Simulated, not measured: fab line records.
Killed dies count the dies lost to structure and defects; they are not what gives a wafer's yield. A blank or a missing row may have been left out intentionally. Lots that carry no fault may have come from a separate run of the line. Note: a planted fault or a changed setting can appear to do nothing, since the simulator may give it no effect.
Which of the tools did it? | flow gf180mcu | 13 lots, 39 wafers sampled, at 6 steps of a route of 602

## WHAT THE GAUGES SHOWED, per wafer
GF_STI_THK_MEAS_04. Usual: STI_CVD_03_THK typically reads 207.9 nm, with standard deviation 2.2.
lot  | measured    | on            | STI_CVD_03_THK (nm) | flag
L737 | day 1 15:56 | film_metro-03 | 417.4 415.2 416.8   | OFF
L742 | day 2 15:03 | film_metro-04 | 205.5 206.9 206.6   |
L743 | day 2 19:46 | film_metro-02 | 206.0 208.8 206.8   |
L744 | day 3 02:43 | film_metro-04 | 413.7 414.6 415.7   | OFF
L746 | day 3 13:14 | film_metro-02 | 420.8 420.7 420.9   | OFF
L747 | day 3 17:14 | film_metro-02 | 209.3 208.5 208.4   |
L752 | day 4 19:26 | film_metro-04 | 211.9 214.0 211.5   |
L754 | day 5 02:35 | film_metro-03 | 207.3 207.0 207.6   |
L755 | day 5 09:49 | film_metro-02 | 208.8 208.9 207.5   |
L756 | day 5 12:34 | film_metro-04 | 206.2 206.8 208.2   |
L757 | day 5 17:56 | film_metro-03 | 208.3 207.0 207.5   |
L759 | day 6 03:34 | film_metro-03 | 203.9 208.4 207.4   |
L760 | day 6 09:13 | film_metro-02 | 208.3 207.4 205.2   |

GF_POLY_GATE_CD_MEAS_18. Usual: cd_nm 280.0 nm, standard deviation 1.9.
lot  | measured     | on        | cd_nm (nm)        | flag
L742 | day 10 19:21 | cd_sem-01 | 277.3 279.5 279.7 |
L743 | day 11 01:01 | cd_sem-02 | 280.6 281.0 279.1 |
L747 | day 12 07:20 | cd_sem-01 | 282.3 278.6 279.2 |
L752 | day 13 21:37 | cd_sem-01 | 278.5 282.1 279.8 |
L754 | day 14 10:31 | cd_sem-01 | 275.2 279.3 280.0 |
L755 | day 14 18:22 | cd_sem-02 | 280.5 277.9 279.3 |
L756 | day 15 02:28 | cd_sem-01 | 278.4 281.2 279.9 |
L757 | day 15 10:46 | cd_sem-02 | 279.3 278.0 278.1 |
L759 | day 15 22:19 | cd_sem-02 | 277.5 277.1 280.7 |
L760 | day 16 08:29 | cd_sem-02 | 280.2 282.4 279.6 |

GF_SALICIDE_RS_MEAS_04: a four-point-probe measurement. Usual: SALICIDE_TIN_RS typically reads 16.3 ohm/sq, with standard deviation 0.34.
lot  | measured     | on            | SALICIDE_TIN_RS (ohm/sq) | flag
L742 | day 16 21:41 | film_metro-02 | 16.4 16.4 15.7           |
L743 | day 17 08:24 | film_metro-02 | 16.0 16.1 16.6           |
L747 | day 18 18:32 | film_metro-02 | 16.7 16.0 16.4           |
L752 | day 20 17:59 | film_metro-01 | 15.9 15.9 16.0           |
L754 | day 21 09:38 | film_metro-04 | 16.1 16.0 16.0           |
L755 | day 21 17:22 | film_metro-01 | 16.6 16.8 16.6           |
L756 | day 22 03:19 | film_metro-01 | 16.4 16.4 16.1           |
L757 | day 22 12:22 | film_metro-01 | 16.3 16.1 16.1           |
L759 | day 23 01:11 | film_metro-02 | 16.3 16.5 16.5           |
L760 | day 23 12:29 | film_metro-02 | 16.8 17.0 16.9           |

GF_CONTACT_BOW_MEAS_05. Usual: CONTACT_BOW typically reads 66 um, with standard deviation 6.9.
lot  | measured     | on            | CONTACT_BOW (um) | flag
L742 | day 16 22:41 | film_metro-03 | 61 71 68         |
L743 | day 17 09:25 | film_metro-03 | 67 69 60         |
L747 | day 18 19:34 | film_metro-03 | 66 68 72         |
L752 | day 20 19:00 | film_metro-01 | 65 64 70         |
L754 | day 21 10:39 | film_metro-01 | 75 78 61         |
L755 | day 21 18:22 | film_metro-04 | 59 63 57         |
L756 | day 22 04:19 | film_metro-04 | 61 68 62         |
L757 | day 22 13:23 | film_metro-01 | 65 86 72         |
L759 | day 23 02:12 | film_metro-04 | 71 74 67         |
L760 | day 23 13:29 | film_metro-04 | 56 64 65         |

## TOOL THAT RAN EACH LOT (tool first, then ch and the chambers of the sampled wafers, then the start)
lot  | GF_STI_CVD_03                                             | GF_STI_ETCH_13
L737 | lpcvd-02 ch 0, day 1 11:46 and lpcvd-01 ch 0, day 1 13:55 | rie_diel-02 ch 1,2,3, day 2 02:14
L742 | lpcvd-02 ch 0, day 2 13:02                                | rie_diel-02 ch 0,2,3, day 3 04:03
L743 | lpcvd-02 ch 1, day 2 17:46                                | rie_diel-03 ch 0,2,3, day 3 08:23
L744 | lpcvd-02 ch 0, day 2 22:34                                | rie_diel-03 ch 0,3, day 3 13:08
L746 | lpcvd-01 ch 0, day 3 09:07                                | rie_diel-02 ch 0,1,3, day 4 00:06
L747 | lpcvd-02 ch 0, day 3 15:15                                | rie_diel-03 ch 0,2, day 4 05:44
L752 | lpcvd-01 ch 1, day 4 17:26                                | rie_diel-02 ch 0,1,2, day 5 08:23
L754 | lpcvd-02 ch 1, day 5 00:34                                | rie_diel-03 ch 0,2,3, day 5 16:10
L755 | lpcvd-02 ch 0, day 5 06:49                                | rie_diel-03 ch 0,3, day 5 23:29
L756 | lpcvd-01 ch 0, day 5 10:34                                | rie_diel-04 ch 0,1,3, day 6 04:03
L757 | lpcvd-01 ch 0, day 5 15:57                                | rie_diel-02 ch 0,1,2, day 6 09:08
L759 | lpcvd-02 ch 0, day 6 01:34                                | rie_diel-03 ch 0,3, day 6 18:21
L760 | lpcvd-02 ch 1, day 6 07:14                                | rie_diel-04 ch 0,1,3, day 7 00:19
- GF_STI_CVD_03: deposits Si3N4 from DCS/NH3, target thk 207.16 nm, time 3551 s.
- GF_STI_ETCH_13: etches the open film in CHF3/O2, stops on Si, target depth 282.31 nm, time 112.9 s.

## WHAT THE TOOLS THEMSELVES READ (means of the sampled wafers that have a number; where no wafer has one, the mark that the record gives instead)
GF_STI_CVD_03. Usual: spike_tc_centre_C 770.6 C, standard deviation 1.1; zone_power_bottom_pct 21.5 %, standard deviation 2.7; zone_power_lower_pct 13.1 %, standard deviation 2.3.
lot  | tool              | spike_tc_centre_C (C) | zone_power_bottom_pct (%) | zone_power_lower_pct (%) | flag
L737 | lpcvd-02/lpcvd-01 | 771.0                 | 22.5                      | 13.8                     |
L742 | lpcvd-02          | 771.9                 | 20.2                      | 11.4                     |
L743 | lpcvd-02          | 769.0                 | 18.7                      | 10.8                     |
L744 | lpcvd-02          | 770.8                 | 20.0                      | 11.4                     |
L746 | lpcvd-01          | 770.6                 | 25.0                      | 16.1                     |
L747 | lpcvd-02          | 771.9                 | 20.1                      | 11.4                     |
L752 | lpcvd-01          | 771.5                 | 18.3                      | 12.6                     |
L754 | lpcvd-02          | 769.8                 | 18.8                      | 10.8                     |
L755 | lpcvd-02          | 771.1                 | 20.2                      | 11.5                     |
L756 | lpcvd-01          | 771.6                 | 25.1                      | 16.1                     |
L757 | lpcvd-01          | 770.6                 | 24.9                      | 16.0                     |
L759 | lpcvd-02          | 771.8                 | 20.2                      | 11.4                     |
L760 | lpcvd-02          | 770.1                 | 18.6                      | 10.9                     |

GF_STI_ETCH_13. Usual: chamber_pressure_mTorr 40.00 mTorr, standard deviation 0.036; drypump_motor_current_A 5.6 A, standard deviation 0.38; oes_product_au 0.834 a.u., standard deviation 0.0068; throttle_valve_pct 8.810 %, standard deviation 0.0092.
lot  | tool        | chamber_pressure_mTorr (mTorr) | drypump_motor_current_A (A) | oes_product_au (a.u.) | throttle_valve_pct (%) | flag
L737 | rie_diel-02 | 40.00                          | 5.5                         | 0.998                 | 8.865                  | OFF
L742 | rie_diel-02 | 40.02                          | 5.5                         | 0.829                 | 8.814                  |
L743 | rie_diel-03 | 40.01                          | 5.5                         | 0.831                 | 8.810                  |
L744 | rie_diel-03 | 40.05                          | 5.5                         | 0.997                 | 8.864                  | OFF
L746 | rie_diel-02 | 39.99                          | 5.8                         | 1.000                 | 8.857                  | OFF
L747 | rie_diel-03 | 39.99                          | 5.5                         | 0.838                 | 8.818                  |
L752 | rie_diel-02 | 39.98                          | 5.9                         | 0.843                 | 8.809                  |
L754 | rie_diel-03 | 40.00                          | 5.5                         | 0.831                 | 8.807                  |
L755 | rie_diel-03 | 39.99                          | 5.5                         | 0.840                 | 8.816                  |
L756 | rie_diel-04 | 40.01                          | 5.5                         | 0.831                 | 8.813                  |
L757 | rie_diel-02 | 39.99                          | 5.8                         | 0.836                 | 8.813                  |
L759 | rie_diel-03 | 40.01                          | 5.6                         | 0.832                 | 8.808                  |
L760 | rie_diel-04 | 39.99                          | 5.6                         | 0.832                 | 8.812                  |

## THE ANSWER, worked out from the rows above alone
Rule: take the mean of a lot's wafers that have a number; if it is more than 3 standard deviations from the usual mean, the lot is off. Also off: a lot with no number at a reading for which 4 or more lots have one. Any other lot the step has rows for is counted as sound. After the gauges, taken in route order, come the tools' own readings; for these a lot's mean is taken, as printed above. The first step at which some lot is off is used, and at that step the reading that is off furthest; a lot without a number counts as furthest.
Off: L737, L744, L746, at GF_STI_THK_MEAS_04 (STI_CVD_03_THK).
If a tool, at a process step before that reading, ran all the lots that are off and no sound lot after the first of them, it fits. The gauges at GF_STI_THK_MEAS_04 aren't tried: what is off there is off at GF_STI_ETCH_13 too, on other tools, and a gauge's error can't cause that. Not one of the candidates tried fits.

## WHAT THE SIMULATOR HAD PUT IN
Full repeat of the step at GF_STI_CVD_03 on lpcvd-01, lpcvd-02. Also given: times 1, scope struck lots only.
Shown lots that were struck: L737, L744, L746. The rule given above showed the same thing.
